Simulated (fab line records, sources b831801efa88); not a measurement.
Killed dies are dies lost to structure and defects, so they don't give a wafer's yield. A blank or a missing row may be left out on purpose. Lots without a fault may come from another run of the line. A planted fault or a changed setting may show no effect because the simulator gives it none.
Which tool did it? | flow gf180mcu | 13 lots, 39 wafers sampled, at 3 steps of a route of 602

WHAT THE GAUGES READ, wafer by wafer
GF_M3_RS_MEAS_05: measures by four-point-probe. Usual: M3_ALCU_RS 0.0692 ohm/sq, standard deviation 0.001.
lot  | measured     | on            | M3_ALCU_RS (ohm/sq)  | flag
L505 | day 20 12:26 | film_metro-03 | 0.0687 0.0692 0.0681 |
L506 | day 21 05:49 | film_metro-02 | 0.0692 0.0670 0.0669 |
L508 | day 21 21:56 | film_metro-04 | 0.0694 0.0684 0.0686 |
L509 | day 22 04:18 | film_metro-02 | 0.0704 0.0686 0.0691 |
L510 | day 22 19:46 | film_metro-04 | 0.0686 0.0705 0.0700 |
L514 | day 24 03:28 | film_metro-04 | 0.0679 0.0679 0.0697 |
L516 | day 24 15:45 | film_metro-04 | 0.0686 0.0683 0.0683 |
L517 | day 25 04:13 | film_metro-03 | 0.0690 0.0676 0.0684 |
L522 | day 26 15:41 | film_metro-03 | 0.0676 0.0689 0.0693 |
L525 | day 27 13:02 | film_metro-04 | 0.0707 0.0707 0.0694 |
L526 | day 27 23:48 | film_metro-02 | 0.0701 0.0706 0.0705 |
L527 | day 28 02:14 | film_metro-02 | 0.0702 0.0709 0.0707 |
L528 | day 28 07:20 | film_metro-03 | 0.0691 0.0704 0.0705 |

GF_V3_THK_MEAS_03. Usual: V3_CVD_02_THK 850 nm, standard deviation 11.
lot  | measured     | on            | V3_CVD_02_THK (nm) | flag
L505 | day 21 14:01 | film_metro-02 | 854 849 853        |
L506 | day 22 07:03 | film_metro-02 | 847 857 859        |
L508 | day 22 22:47 | film_metro-02 | 846 833 862        |
L509 | day 23 05:28 | film_metro-04 | 855 860 875        |
L510 | day 23 19:17 | film_metro-04 | 858 871 862        |
L514 | day 25 02:49 | film_metro-01 | 861 837 850        |
L516 | day 25 14:24 | film_metro-04 | 843 861 858        |
L517 | day 26 02:39 | film_metro-04 | 848 863 866        |
L522 | day 27 13:09 | film_metro-01 | 826 836 836        |
L525 | day 28 09:50 | film_metro-01 | 839 838 842        |
L526 | day 28 20:19 | film_metro-04 | 839 848 853        |
L527 | day 28 22:52 | film_metro-04 | 841 838 854        |
L528 | day 29 03:43 | film_metro-04 | 846 845 846        |

WHICH TOOL RAN EACH LOT (tool, then ch and the chambers of the sampled wafers, then the start)
lot  | GF_V1_CMP_04
L505 | cmp-02 ch 0,1,2, day 17 04:56
L506 | cmp-02 ch 0,1,3, day 17 23:24
L508 | cmp-01 ch 0,1,3, day 18 15:42
L509 | cmp-02 ch 0,1,2, day 18 21:57
L510 | cmp-01 ch 0,1,3, day 19 13:47
L514 | cmp-02 ch 0,1,3, day 20 23:13
L516 | cmp-02 ch 1,3, day 21 12:25
L517 | cmp-02 ch 0,1, day 22 03:04
L522 | cmp-01 ch 1,2,3, day 23 16:49
L525 | cmp-01 ch 0,2,3, day 24 16:40
L526 | cmp-01 ch 0,2,3, day 25 04:34
L527 | cmp-02 ch 0,1, day 25 06:31
L528 | cmp-02 ch 0,3, day 25 12:34
- GF_V1_CMP_04: polishes SiO2.

WHAT THE TOOLS THEMSELVES READ (means of the sampled wafers that have a number; where no wafer has one, the mark that the record gives instead)
GF_V1_CMP_04. Usual: motor_current_A 12.1 A, standard deviation 1.3; platen_rpm 60.00 rpm, standard deviation 0.042; slurry_filter_dp_kPa 13.52 kPa, standard deviation 0.13; time_to_endpoint_s 83 s, standard deviation 5.4.
lot  | tool   | motor_current_A (A) | platen_rpm (rpm) | slurry_filter_dp_kPa (kPa) | time_to_endpoint_s (s) | flag
L505 | cmp-02 | 12.2                | 59.99            | 13.47                      | 84                     |
L506 | cmp-02 | 12.6                | 60.01            | 13.44                      | 82                     |
L508 | cmp-01 | 12.0                | 60.02            | 13.54                      | 85                     |
L509 | cmp-02 | 12.5                | 59.99            | 13.54                      | 86                     |
L510 | cmp-01 | 12.3                | 60.00            | 13.47                      | 86                     |
L514 | cmp-02 | 12.3                | 54.00            | 13.50                      | 96                     | OFF
L516 | cmp-02 | 11.4                | 53.97            | 13.48                      | 87                     | OFF
L517 | cmp-02 | 13.0                | 53.97            | 13.58                      | 96                     | OFF
L522 | cmp-01 | 11.1                | 59.98            | 13.46                      | 81                     |
L525 | cmp-01 | 12.1                | 59.95            | 13.48                      | 77                     |
L526 | cmp-01 | 12.2                | 59.96            | 13.51                      | 81                     |
L527 | cmp-02 | 13.2                | 59.98            | 13.43                      | 90                     |
L528 | cmp-02 | 13.4                | 59.95            | 13.60                      | 89                     |

THE ANSWER, worked out from the rows above alone
Rule: a lot is off if the mean of its wafers that have a number lies more than 3 standard deviations from the usual mean. A lot without any number at a reading at which 4 lots or more have one is off too. The other lots that the step has rows for count as sound. The gauges are gone through in route order, then the tools' own readings, and for those a lot's mean is taken as printed above. The first step at which some lot is off is used, and at that step the reading that is off furthest; a lot without a number counts as furthest.
Off: L514, L516, L517, at GF_V1_CMP_04 (platen_rpm).
A tool fits if, at that step or a process step before it, it ran every lot that is off, and no sound lot after the first of them. None of those tried fits.

WHAT THE SIMULATOR HAD PUT IN
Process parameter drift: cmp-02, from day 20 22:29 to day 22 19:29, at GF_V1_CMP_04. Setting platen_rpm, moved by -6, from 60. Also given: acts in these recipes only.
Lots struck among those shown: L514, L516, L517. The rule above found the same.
